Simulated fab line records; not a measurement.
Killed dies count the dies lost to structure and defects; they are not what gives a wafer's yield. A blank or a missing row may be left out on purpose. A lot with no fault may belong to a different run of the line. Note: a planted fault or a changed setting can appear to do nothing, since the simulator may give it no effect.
What tool caused it? -- flow gf180mcu -- 7 lots with 21 wafers sampled at 5 steps, on a route of 602 steps

== WHAT THE GAUGES READ, wafer by wafer ==
GF_V2_THK_MEAS_01.
lot,measured,on,V2_CVD_00_THK (nm)
L274,day 19 03:46,film_metro-03,590 594 585
L277,day 20 18:58,film_metro-03,597 594 596
L282,day 23 10:00,film_metro-01,603 595 601
L290,day 25 07:53,film_metro-04,607 595 597
L292,day 25 23:46,film_metro-01,595 609 604
L294,day 26 09:59,film_metro-01,610 609 603
L296,day 27 01:51,film_metro-04,595 596 595

== WHAT TOOL EACH LOT RAN ON (gives the tool, then ch and the chambers of the sampled wafers, and finally the start) ==
lot,GF_M1_STRIP_17,GF_V1_CVD_02,GF_M2_METAL_ETCH_16,GF_M2_STRIP_17
L274,"plasma_asher-03 ch 0,1, day 17 01:43","pecvd-04 ch 0,1,2, day 17 02:25","rie_metal-01 ch 0,1, day 19 03:04","plasma_asher-02 ch 0,1, day 19 03:10"
L277,"plasma_asher-03 ch 0,1, day 18 14:59","pecvd-02 ch 0,1,2, day 18 15:41","rie_metal-01 ch 0,1, day 20 18:07","plasma_asher-02 ch 0,1, day 20 18:14"
L282,"plasma_asher-03 ch 0,1, day 21 07:04","pecvd-03 ch 0,1,2, day 21 08:02","rie_metal-01 ch 0,1, day 23 09:18","plasma_asher-03 ch 0,1, day 23 09:25"
L290,"plasma_asher-03 ch 0,1, day 23 08:07","pecvd-02 ch 1,2, day 23 08:47","rie_metal-02 ch 0,1, day 25 07:10","plasma_asher-04 ch 0,1, day 25 07:17"
L292,"plasma_asher-01 ch 0,1, day 24 01:22","pecvd-03 ch 0,1,2, day 24 02:02","rie_metal-01 ch 0,1, day 25 23:04","plasma_asher-02 ch 0,1, day 25 23:10"
L294,"plasma_asher-01 ch 0, day 24 12:32","pecvd-04 ch 0,1,2, day 24 13:14","rie_metal-04 ch 0,1, day 26 09:16","plasma_asher-02 ch 0,1, day 26 09:23"
L296,"plasma_asher-02 ch 0,1, day 25 04:38","pecvd-02 ch 0,2, day 25 05:23","rie_metal-04 ch 0,1, day 27 01:06","plasma_asher-02 ch 0,1, day 27 01:13"
- GF_M1_STRIP_17: strips in O2/N2.
- GF_V1_CVD_02: deposits SiO2 from TEOS, target thk 850 nm, time 94.851 s.
- GF_M2_METAL_ETCH_16: etches the open film in Cl2/BCl3, stops on SiO2, target depth 627.5 nm, time 104.6 s.
- GF_M2_STRIP_17: strips in O2/N2.

== THE ANSWER, worked out from the rows above alone ==
Rule: usual is defined by the lots themselves. The widest of any qualifying gaps counts: lots, ordered by their means at a reading, are off when they make up no more than a third of the lots, leave a main group of 4 or more, and stand apart from it by 3 or more times the standard deviation of that group's means. If all means in a main group match to the digits the tables above print for the reading, that group is not used. A lot without any number at a reading at which 4 lots or more have one is off too. Any other lot the step has rows for is counted as sound.
Nothing can be told from this: no lot is off at any reading shown.

== WHAT THE SIMULATOR HAD INSERTED ==
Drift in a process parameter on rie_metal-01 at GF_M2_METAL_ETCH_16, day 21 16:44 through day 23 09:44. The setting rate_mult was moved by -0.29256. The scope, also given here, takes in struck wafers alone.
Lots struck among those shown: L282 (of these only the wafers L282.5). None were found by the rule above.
